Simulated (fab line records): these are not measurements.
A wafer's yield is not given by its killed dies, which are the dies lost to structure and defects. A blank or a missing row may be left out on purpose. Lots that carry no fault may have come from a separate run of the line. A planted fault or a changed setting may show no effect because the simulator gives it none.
A struck lot beside a sound one    flow sfqLine    42 out of 325 route steps
Sound: wafers L730.4, L730.5, L730.6. Struck: wafer L733.2 (L733.1, L733.4, from the same lot, were not struck and are left out); the cause is given at the end.
For every step that has rows: the tool of each side, followed by ch and its chambers, followed by its first start. Under that, the readings that differ: sound wafers    struck wafers    difference of the means    sigmas: that difference in standard deviations of wafers without a fault.
alike: same words and numbers on both sides, and readings whose means sit less than 2 such deviations apart. not compared: any withheld reading, any reading some wafer has no value for, any bound like >300 that may hide the same value, and any number with overlapping values for which the record gives no deviation.
A row with sigmas, a row that says differs or no value, or rows on one side alone: a step with any of these is where the two part. Numbers that don't overlap but have no deviation are shown without sigmas and don't part them. A reading missing from all wafers of one side parts the sides only when that side holds two or more wafers.

first, 6 steps without rows for these wafers: SFQ_TRILAYER_M2_LITHO_COAT_062 (resist thk 62 nm); SFQ_TRILAYER_M2_LITHO_COAT_057 (resist thk 600 nm); SFQ_TRILAYER_M2_LITHO_SOFTBAKE_061; SFQ_TRILAYER_M2_LITHO_EXPOSE_058 (exposes mask M2, target cd 500 nm); SFQ_TRILAYER_M2_LITHO_PEB_060 (peb time 60 s); SFQ_TRILAYER_M2_LITHO_DEVELOP_059 (time 60 s).
SFQ_M2_OVL_MEAS_916:
  sound on overlay-01 at day 36 01:17; struck on overlay-01 at day 37 16:26
  alike: M2_OVL
then, 5 steps without rows for these wafers: SFQ_TRILAYER_M2_BARC_OPEN_METAL_ETCH_077 (etches BARC in O2, target depth 125 nm, time 41.7 s); SFQ_TRILAYER_M2_ETCH_METAL_ETCH_060 (etches Nb in Cl2/Ar, stops on SiO2, target depth 240 nm, time 120 s); SFQ_TRILAYER_M2_STRIP_STRIP_061 (strips in O2); SFQ_TRILAYER_M2_STRIP_SOLV_CLEAN_062 (cleans in NMP, time 600 s); SFQ_TRILAYER_I2_DEP_PECVD_063 (deposits SiO2 from SiH4/N2O, time 111.11 s, target thk 500 nm).
SFQ_TRILAYER_I2_CMP_CMP_064: polishes SiO2.
  sound on cmp-02 ch 0,1, day 36 02:20; struck on cmp-02 ch 2, day 37 17:41
reading                                             sound              struck  difference  sigmas
timeToEndpointS (s)                                 208 209 215        277     +66         +9
model.SiO2_of_TRILAYER_I2_DEP_PECVD_063.thkNm (nm)  199.4 199.4 199.3  304.6   +105.2      
  alike: motorCurrentA
SFQ_I2_BOW_MEAS_917:
  sound on filmMetro-01 at day 36 05:23; struck on filmMetro-04 at day 37 20:41
  alike: I2_BOW
SFQ_TRILAYER_I2_METRO_MEASURE_065:
  sound on filmMetro-01 at day 36 06:03; struck on filmMetro-04 at day 37 20:48
reading     sound              struck  difference  sigmas
thkNm (nm)  199.4 199.3 199.5  304.6   +105.2      +99 or more
then, 6 steps without rows for these wafers: SFQ_TRILAYER_I2_VIA_LITHO_COAT_072 (resist thk 62 nm); SFQ_TRILAYER_I2_VIA_LITHO_COAT_067 (resist thk 650 nm); SFQ_TRILAYER_I2_VIA_LITHO_SOFTBAKE_071; SFQ_TRILAYER_I2_VIA_LITHO_EXPOSE_068 (exposes mask I2, target cd 500 nm); SFQ_TRILAYER_I2_VIA_LITHO_PEB_070 (peb time 60 s); SFQ_TRILAYER_I2_VIA_LITHO_DEVELOP_069 (time 60 s).
-- the record jumps here: 6 days lie between the struck wafers' starts before and after --
SFQ_I2_OVL_MEAS_918:
  sound on overlay-02 at day 42 11:30; struck on overlay-02 at day 44 03:53
  alike: I2_OVL
SFQ_TRILAYER_I2_VIA_BARC_OPEN_VIA_ETCH_096: etches BARC in O2, target depth 125 nm, time 41.7 s.
  sound on rieDiel-03 ch 0,1,2, day 42 11:31; struck on rieDiel-02 ch 2, day 44 03:55
  alike: drypumpMotorCurrentA, oesProductAu
  not compared: rfHoursCounterH
SFQ_TRILAYER_I2_VIA_ETCH_VIA_ETCH_070: etches SiO2 in CHF3, stops on Nb, target depth 260 nm.
  sound on rieDiel-03 ch 0,1,2, day 42 11:34; struck on rieDiel-02 ch 2, day 44 03:58
reading                       sound              struck  difference  sigmas
oesProductAu (a.u.)           0.846 0.855 0.854  0.997   +0.145      +28
model.I2.featureDepthNm (nm)  199.4 199.4 199.3  260.3   +60.9       
model.etch.depthNm (nm)       199.4 199.4 199.3  260.3   +60.9       
  alike: drypumpMotorCurrentA
SFQ_TRILAYER_I2_VIA_STRIP_STRIP_071: strips in O2.
  sound on rieMetal-04 ch 0,1, day 42 11:52; struck on rieMetal-04 ch 0, day 44 04:04
reading              sound  struck  difference                    sigmas
rfHoursCounterH (h)  - - -  71      no value on the sound wafers  
  alike: drypumpMotorCurrentA, oesProductAu, platenTempC
then, 1 step without rows for these wafers: SFQ_TRILAYER_I2_VIA_STRIP_SOLV_CLEAN_072 (cleans in NMP, time 600 s).
SFQ_TRILAYER_M3_DEP_PRE_CLEAN_074: time 22.5 s.
  sound on pvdSputter-04 at day 42 12:27; struck on pvdSputter-04 at day 44 04:51
reading                                             sound              struck  difference  sigmas
model.SiO2_of_TRILAYER_I2_DEP_PECVD_063.thkNm (nm)  191.9 191.9 191.8  297.1   +105.2      
SFQ_TRILAYER_M3_DEP_SPUTTER_073: material Nb, target thk 200 nm, time 133.3 s.
  sound on pvdSputter-04 at day 42 12:29; struck on pvdSputter-04 at day 44 04:53
  alike: throttleValvePct
SFQ_M3_RS_MEAS_919: uses a four-point probe to measure.
  sound on filmMetro-03 at day 42 12:38; struck on filmMetro-03 at day 44 04:58
  alike: M3_NB_RS
then, 6 steps without rows for these wafers: SFQ_TRILAYER_M3_LITHO_COAT_080 (resist thk 62 nm); SFQ_TRILAYER_M3_LITHO_COAT_075 (resist thk 600 nm); SFQ_TRILAYER_M3_LITHO_SOFTBAKE_079; SFQ_TRILAYER_M3_LITHO_EXPOSE_076 (exposes mask M3, target cd 500 nm); SFQ_TRILAYER_M3_LITHO_PEB_078 (peb time 60 s); SFQ_TRILAYER_M3_LITHO_DEVELOP_077 (time 60 s).
-- the record jumps here: 6 days lie between the struck wafers' starts before and after --
SFQ_M3_OVL_MEAS_921:
  sound on overlay-02 at day 48 18:26; struck on overlay-02 at day 50 12:54
  alike: M3_OVL
then, 1 step without rows for these wafers: SFQ_TRILAYER_M3_BARC_OPEN_METAL_ETCH_100 (etches BARC in O2, target depth 125 nm, time 41.7 s).
SFQ_TRILAYER_M3_ETCH_METAL_ETCH_078: etches Nb in Cl2/Ar, stops on SiO2, target depth 240 nm, time 120 s.
  sound on rieMetal-01 ch 0,1, day 48 18:33; struck on rieMetal-02 ch 0, day 50 13:00
reading              sound  struck  difference                    sigmas
rfHoursCounterH (h)  - - -  16      no value on the sound wafers  
  alike: drypumpMotorCurrentA, oesProductAu
SFQ_TRILAYER_M3_STRIP_STRIP_079: strips in O2.
  sound on rieMetal-01 ch 0,1, day 48 18:50; struck on rieMetal-02 ch 0, day 50 13:07
reading              sound              struck  difference                    sigmas
oesProductAu (a.u.)  1.003 0.992 0.984  1.009   +0.016                        +2
rfHoursCounterH (h)  - - -              16      no value on the sound wafers  
  alike: drypumpMotorCurrentA, platenTempC
then, 2 steps without rows for these wafers: SFQ_TRILAYER_M3_STRIP_SOLV_CLEAN_080 (cleans in NMP, time 600 s); SFQ_TRILAYER_I3_DEP_PECVD_081 (deposits SiO2 from SiH4/N2O, time 111.11 s, target thk 500 nm).
-- the record jumps here: 39 days lie between the struck wafers' starts before and after --
SFQ_M8_BOW_MEAS_951:
  sound on filmMetro-04 at day 88 20:16; struck on filmMetro-01 at day 89 17:48
reading                 sound              struck  difference  sigmas
model.etest.i2.linkOhm  1.969 1.958 1.981  1e+06   +1e+06      
  alike: M8_BOW

## WHERE THEY PART
At SFQ_TRILAYER_I2_CMP_CMP_064 first; at SFQ_TRILAYER_M3_STRIP_STRIP_079 last (within this record only). Later steps at which nothing parts them and some readings are alike: SFQ_M8_BOW_MEAS_951.

WHY: what had been put in by the simulator
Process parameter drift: cmp-02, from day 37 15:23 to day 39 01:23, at SFQ_TRILAYER_I2_CMP_CMP_064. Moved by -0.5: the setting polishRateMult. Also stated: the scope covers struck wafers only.
